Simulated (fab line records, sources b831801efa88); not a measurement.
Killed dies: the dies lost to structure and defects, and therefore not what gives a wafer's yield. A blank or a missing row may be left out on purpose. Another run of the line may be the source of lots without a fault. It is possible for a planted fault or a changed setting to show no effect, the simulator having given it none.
Which tool is to blame? ; flow sky130 ; 14 lots with 42 wafers sampled at 2 steps, on a route of 708 steps

## WHAT THE GAUGES SHOWED, per wafer
SKY_VIA3_BOW_MEAS_03. Usual: VIA3_BOW gives 82 um (standard deviation 7.6).
lot;measured;on;VIA3_BOW (um);flag
L729;day 38 15:00;film-metro-04;85 95 96;
L730;day 38 21:40;film-metro-01;96 104 82;
L731;day 40 00:20;film-metro-01;90 82 67;
L734;day 40 09:06;film-metro-04;89 76 98;
L735;day 40 15:37;film-metro-04;70 75 73;
L741;day 42 16:51;film-metro-02;80 80 81;
L742;day 42 21:31;film-metro-02;74 85 84;
L743;day 43 09:38;film-metro-02;69 79 85;
L744;day 43 13:34;film-metro-01;87 85 96;
L745;day 43 20:19;film-metro-01;89 82 88;
L746;day 44 01:16;film-metro-01;78 82 84;
L748;day 44 11:53;film-metro-01;76 64 73;
L749;day 44 14:51;film-metro-01;74 86 87;
L751;day 44 23:10;film-metro-02;79 83 76;

## WHAT TOOL EACH LOT RAN ON (gives the tool, then ch and the chambers of the sampled wafers, and finally the start)
lot;SKY_VIA3_CMP_02
L729;cmp-01 ch 0,1,3, day 38 14:48
L730;cmp-01 ch 2,3, day 38 21:22
L731;cmp-01 ch 2,3, day 40 00:01
L734;cmp-02 ch 0,2,3, day 40 08:51
L735;cmp-01 ch 1,2,3, day 40 15:22
L741;cmp-02 ch 0,1,3, day 42 16:35
L742;cmp-02 ch 0,2,3, day 42 21:19
L743;cmp-02 ch 2,3, day 43 09:17
L744;cmp-02 ch 2,3, day 43 13:14
L745;cmp-01 ch 2,3, day 43 19:58
L746;cmp-01 ch 0,1,3, day 44 00:59
L748;cmp-01 ch 0,2,3, day 44 11:33
L749;cmp-02 ch 1,2,3, day 44 14:36
L751;cmp-01 ch 0,2,3, day 44 22:52
- SKY_VIA3_CMP_02: polishes SiO2.

## AS READ BY THE TOOLS THEMSELVES (means over the sampled wafers that have a number; for cases with no such wafer, the mark the record gives instead)
SKY_VIA3_CMP_02. Usual: motor-current-A at 11.7 A, with a standard deviation of 1.2.
lot;tool;motor-current-A (A);flag
L729;cmp-01;11.7;
L730;cmp-01;10.9;
L731;cmp-01;11.2;
L734;cmp-02;12.2;
L735;cmp-01;10.5;
L741;cmp-02;12.3;
L742;cmp-02;12.6;
L743;cmp-02;13.1;
L744;cmp-02;12.8;
L745;cmp-01;11.1;
L746;cmp-01;11.6;
L748;cmp-01;11.1;
L749;cmp-02;12.9;
L751;cmp-01;11.4;

## THE ANSWER, worked out from the rows above alone
Rule: lot off if the mean of its wafers having a number is beyond 3 standard deviations from the usual mean. A lot without any number at a reading at which 4 lots or more have one is off too. Where the step has rows for the other lots, those lots are counted as sound. The gauges are gone through in route order, then the tools' own readings, and for those a lot's mean is taken as printed above. At the first step where some lot is off, the reading lying furthest off is the one used; lots without a number count as furthest.
Across all readings shown, no lot is off: no conclusion can be drawn from this.

## WHAT THE SIMULATOR HAD INSERTED
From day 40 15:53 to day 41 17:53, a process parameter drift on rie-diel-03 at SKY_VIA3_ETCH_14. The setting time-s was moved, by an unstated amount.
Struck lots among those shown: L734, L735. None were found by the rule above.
